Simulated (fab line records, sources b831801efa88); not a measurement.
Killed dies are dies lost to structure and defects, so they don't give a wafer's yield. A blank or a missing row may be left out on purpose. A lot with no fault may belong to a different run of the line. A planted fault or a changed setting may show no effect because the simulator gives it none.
Chamber matching || flow sky130 || SKY_CONTACT_CMP_27 on cmp-02 has 4 sister chambers
The step polishes, stops on SiO2, t overpolish 15 s, target thk 0 nm. 16 wafers are shown with their chamber, then 8 later ones without.

WAFERS WITH THEIR CHAMBER
{"wafer": "L173.2", "chamber": 3, "motor-current-A (A)": 12.4, "time-to-endpoint-s (s)": 84.2, "overpolish-run-s (s)": 15.013}
{"wafer": "L173.3", "chamber": 1, "motor-current-A (A)": 13.2, "time-to-endpoint-s (s)": 86.1, "overpolish-run-s (s)": 14.987}
{"wafer": "L173.5", "chamber": 1, "motor-current-A (A)": 13.2, "time-to-endpoint-s (s)": 83.3, "overpolish-run-s (s)": 14.997}
{"wafer": "L174.2", "chamber": 0, "motor-current-A (A)": 13.4, "time-to-endpoint-s (s)": 86.9, "overpolish-run-s (s)": 14.996}
{"wafer": "L174.3", "chamber": 1, "motor-current-A (A)": 12.8, "time-to-endpoint-s (s)": 85.3, "overpolish-run-s (s)": 14.996}
{"wafer": "L174.4", "chamber": 2, "motor-current-A (A)": 13.2, "time-to-endpoint-s (s)": 87.4, "overpolish-run-s (s)": 14.994}
{"wafer": "L175.2", "chamber": 2, "motor-current-A (A)": 13.4, "time-to-endpoint-s (s)": 86.6, "overpolish-run-s (s)": 14.987}
{"wafer": "L175.4", "chamber": 3, "motor-current-A (A)": 12.8, "time-to-endpoint-s (s)": 82.6, "overpolish-run-s (s)": 15.009}
{"wafer": "L175.6", "chamber": 2, "motor-current-A (A)": 12.9, "time-to-endpoint-s (s)": 85.0, "overpolish-run-s (s)": 15.000}
{"wafer": "L184.1", "chamber": 2, "motor-current-A (A)": 13.0, "time-to-endpoint-s (s)": 82.4, "overpolish-run-s (s)": 15.010}
{"wafer": "L184.5", "chamber": 1, "motor-current-A (A)": 12.9, "time-to-endpoint-s (s)": 82.6, "overpolish-run-s (s)": 15.007}
{"wafer": "L184.6", "chamber": 0, "motor-current-A (A)": 13.0, "time-to-endpoint-s (s)": 84.9, "overpolish-run-s (s)": 15.010}
{"wafer": "L186.2", "chamber": 0, "motor-current-A (A)": 13.2, "time-to-endpoint-s (s)": 86.7, "overpolish-run-s (s)": 15.001}
{"wafer": "L186.3", "chamber": 2, "motor-current-A (A)": 13.4, "time-to-endpoint-s (s)": 86.6, "overpolish-run-s (s)": 14.995}
{"wafer": "L186.4", "chamber": 1, "motor-current-A (A)": 11.9, "time-to-endpoint-s (s)": 86.6, "overpolish-run-s (s)": 15.001}
{"wafer": "L190.3", "chamber": 2, "motor-current-A (A)": 12.9, "time-to-endpoint-s (s)": 82.4, "overpolish-run-s (s)": 15.024}

SIGNATURES (means of the wafers above)
{"reading": "motor-current-A", "chamber 0": 13.200, "chamber 1": 12.800, "chamber 2": 13.133, "chamber 3": 12.600, "scatter within a chamber": 0.362}
{"reading": "time-to-endpoint-s", "chamber 0": 86.167, "chamber 1": 84.780, "chamber 2": 85.067, "chamber 3": 83.400, "scatter within a chamber": 1.83}
{"reading": "overpolish-run-s", "chamber 0": 15.00233, "chamber 1": 14.99760, "chamber 2": 15.00167, "chamber 3": 15.01100, "scatter within a chamber": 0.0101}
Rule: distance of a wafer from a chamber = root of the sum over the readings of ((wafer's reading minus chamber's mean) / reading's scatter) squared. The wafer belongs to the nearest chamber; if the next one is less than 2 further off, it can't be placed. The scatter is the square root of a quotient: the sum, over the shown wafers, of each reading's squared deviation from its chamber's mean, divided by wafers minus chambers.

WAFERS MISSING THEIR CHAMBER
{"wafer": "L190.4", "motor-current-A (A)": 13.4, "time-to-endpoint-s (s)": 89.8, "overpolish-run-s (s)": 14.990}
{"wafer": "L190.6", "motor-current-A (A)": 12.9, "time-to-endpoint-s (s)": 82.5, "overpolish-run-s (s)": 14.996}
{"wafer": "L191.1", "motor-current-A (A)": 12.8, "time-to-endpoint-s (s)": 86.4, "overpolish-run-s (s)": 14.992}
{"wafer": "L191.5", "motor-current-A (A)": 12.7, "time-to-endpoint-s (s)": 83.6, "overpolish-run-s (s)": 14.995}
{"wafer": "L191.6", "motor-current-A (A)": 12.7, "time-to-endpoint-s (s)": 85.0, "overpolish-run-s (s)": 14.987}
{"wafer": "L194.3", "motor-current-A (A)": 12.9, "time-to-endpoint-s (s)": 87.0, "overpolish-run-s (s)": 14.978}
{"wafer": "L194.5", "motor-current-A (A)": 12.1, "time-to-endpoint-s (s)": 83.0, "overpolish-run-s (s)": 15.007}
{"wafer": "L194.6", "motor-current-A (A)": 12.6, "time-to-endpoint-s (s)": 85.5, "overpolish-run-s (s)": 14.993}

THE CHAMBER EACH PASSED THROUGH
{"wafer": "L190.4", "from the rows above": "can't be placed: 0 or 2 or 1", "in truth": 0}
{"wafer": "L190.6", "from the rows above": "can't be placed: 1 or 2 or 3 or 0", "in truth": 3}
{"wafer": "L191.1", "from the rows above": "can't be placed: 1 or 0 or 2 or 3", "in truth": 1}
{"wafer": "L191.5", "from the rows above": "can't be placed: 1 or 2 or 3 or 0", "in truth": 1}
{"wafer": "L191.6", "from the rows above": "can't be placed: 1 or 2 or 0 or 3", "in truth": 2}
{"wafer": "L194.3", "from the rows above": "can't be placed: 1 or 0 or 2 or 3", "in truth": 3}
{"wafer": "L194.5", "from the rows above": "can't be placed: 3 or 1 or 2", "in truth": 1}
{"wafer": "L194.6", "from the rows above": "can't be placed: 1 or 2 or 0 or 3", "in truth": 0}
Placed correctly: 0 of 8. Not placeable from these rows: 8 (in 8, the candidates include the true chamber). Wrongly placed: 0.
